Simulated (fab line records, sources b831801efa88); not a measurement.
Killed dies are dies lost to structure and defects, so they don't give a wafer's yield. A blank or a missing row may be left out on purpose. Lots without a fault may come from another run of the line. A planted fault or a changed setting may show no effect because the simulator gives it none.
Which tool did it? | flow gf180mcu | 6 lots, 18 wafers sampled, at 4 steps of a route of 602

WHAT THE GAUGES READ, wafer by wafer
GF_TOP_METAL_RS_MEAS_05: measures by four-point-probe.
lot  | measured     | on            | TOP_METAL_ALCU_RS (ohm/sq)
L365 | day 27 23:16 | film_metro-01 | 0.0327 0.0328 0.0329
L368 | day 28 23:19 | film_metro-03 | 0.0323 0.0324 0.0323
L370 | day 29 09:28 | film_metro-03 | 0.0326 0.0329 0.0323
L377 | day 31 08:02 | film_metro-03 | 0.0407 0.0404 0.0407
L381 | day 32 13:26 | film_metro-03 | 0.0326 0.0326 0.0325
L386 | day 33 12:32 | film_metro-03 | 0.0320 0.0323 0.0318

WHICH TOOL RAN EACH LOT (tool, then ch and the chambers of the sampled wafers, then the start)
lot  | GF_MIM_SPUTTER_08            | GF_TOP_METAL_SPUTTER_02      | GF_TOP_METAL_SPUTTER_03
L365 | pvd_sputter-03, day 25 05:58 | pvd_sputter-01, day 27 23:11 | pvd_sputter-01, day 27 23:14
L368 | pvd_sputter-03, day 26 08:05 | pvd_sputter-03, day 28 23:12 | pvd_sputter-03, day 28 23:14
L370 | pvd_sputter-04, day 26 19:31 | pvd_sputter-04, day 29 09:22 | pvd_sputter-04, day 29 09:25
L377 | pvd_sputter-02, day 28 23:07 | pvd_sputter-01, day 31 07:56 | pvd_sputter-01, day 31 07:59
L381 | pvd_sputter-04, day 30 06:46 | pvd_sputter-03, day 32 13:18 | pvd_sputter-03, day 32 13:20
L386 | pvd_sputter-02, day 31 08:34 | pvd_sputter-03, day 33 12:26 | pvd_sputter-03, day 33 12:29
- GF_MIM_SPUTTER_08: material AlCu, target thk 200 nm, time 10.6 s.
- GF_TOP_METAL_SPUTTER_02: material AlCu, target thk 900 nm, time 47.82 s.
- GF_TOP_METAL_SPUTTER_03: material Ti, target thk 5 nm, time 3.3 s.

THE ANSWER, worked out from the rows above alone
Rule: what is usual is taken from the lots themselves. Put in order of their means at a reading, lots are off if they are a third of the lots or fewer, leave a main group of 4 or more, and stand apart from it by a gap of 3 or more times the standard deviation of the main group's means; of several such gaps the widest counts. A main group whose means are all the same, to the digits that the tables above print for the reading, isn't used. A lot without any number at a reading at which 4 lots or more have one is off too. The other lots that the step has rows for count as sound.
Off: L377, at GF_TOP_METAL_RS_MEAS_05 (TOP_METAL_ALCU_RS). The main group: mean 0.0325 ohm/sq, standard deviation 0.00026.
A tool fits if, at a process step before that reading, it ran every lot that is off, and no sound lot after the first of them. The gauges at GF_TOP_METAL_RS_MEAS_05 are tried like those tools. One fits: pvd_sputter-01 at GF_TOP_METAL_SPUTTER_02 and GF_TOP_METAL_SPUTTER_03. At GF_TOP_METAL_SPUTTER_02 its last sound lot is L365 (day 27 23:11), its first lot that is off L377 (day 31 07:56): a fault that began between those two fits.

WHAT THE SIMULATOR HAD PUT IN
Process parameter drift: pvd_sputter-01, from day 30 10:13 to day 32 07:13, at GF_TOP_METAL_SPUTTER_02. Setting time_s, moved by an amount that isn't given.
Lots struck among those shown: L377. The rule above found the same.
